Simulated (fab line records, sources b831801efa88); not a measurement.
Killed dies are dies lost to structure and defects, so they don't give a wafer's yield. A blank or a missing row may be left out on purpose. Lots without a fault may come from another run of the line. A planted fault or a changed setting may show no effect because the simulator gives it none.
Chamber matching | flow gf180mcu | GF_V2_CVD_02 on pecvd-01: 3 sister chambers
The step deposits SiO2 from TEOS, target thk 850 nm, time 94.851 s. 24 wafers are shown with their chamber, then 12 later ones without.

WAFERS WITH THEIR CHAMBER
wafer  | chamber | heater_power_w (W)
L078.3 | 2       | 580
L078.5 | 2       | 615
L078.6 | 0       | 682
L080.1 | 0       | 685
L080.3 | 2       | 668
L080.4 | 1       | 611
L084.2 | 1       | 759
L084.3 | 2       | 638
L084.5 | 0       | 555
L086.3 | 1       | 679
L086.5 | 0       | 670
L086.6 | 2       | 695
L087.1 | 1       | 602
L087.2 | 2       | 687
L087.3 | 0       | 591
L087.4 | 2       | 696
L087.5 | 0       | 645
L087.6 | 1       | 686
L089.2 | 1       | 722
L089.4 | 2       | 671
L089.5 | 1       | 764
L093.1 | 0       | 592
L093.2 | 1       | 752
L093.3 | 2       | 702

SIGNATURES (means of the wafers above)
reading        | chamber 0 | chamber 1 | chamber 2 | scatter within a chamber
heater_power_w | 631.43    | 696.88    | 661.33    | 53
Rule: a wafer's distance from a chamber is the root of the sum, over the readings, of the square of ((its reading less the chamber's mean) divided by the reading's scatter). The wafer belongs to the nearest chamber; if the next one is less than 2 further off, it can't be placed. The scatter: the root of (the sum of the squares of (reading less its chamber's mean) over the shown wafers, divided by (wafers less chambers)).

WAFERS WITHOUT THEIR CHAMBER
wafer  | heater_power_w (W)
L093.4 | 654
L093.5 | 564
L093.6 | 607
L094.1 | 610
L094.2 | 696
L094.3 | 657
L094.4 | 664
L094.5 | 692
L094.6 | 714
L096.2 | 647
L096.3 | 593
L096.5 | 749

WHICH CHAMBER EACH WENT THROUGH
wafer  | from the rows above          | in truth
L093.4 | can't be placed: 2 or 0 or 1 | 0
L093.5 | can't be placed: 0 or 2 or 1 | 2
L093.6 | can't be placed: 0 or 2 or 1 | 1
L094.1 | can't be placed: 0 or 2 or 1 | 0
L094.2 | can't be placed: 1 or 2 or 0 | 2
L094.3 | can't be placed: 2 or 0 or 1 | 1
L094.4 | can't be placed: 2 or 0 or 1 | 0
L094.5 | can't be placed: 1 or 2 or 0 | 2
L094.6 | can't be placed: 1 or 2 or 0 | 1
L096.2 | can't be placed: 2 or 0 or 1 | 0
L096.3 | can't be placed: 0 or 2 or 1 | 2
L096.5 | can't be placed: 1 or 2 or 0 | 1
Placed correctly: 0 of 12. Can't be placed from these rows: 12 (the true chamber is among the candidates in 12). Placed wrongly: 0.
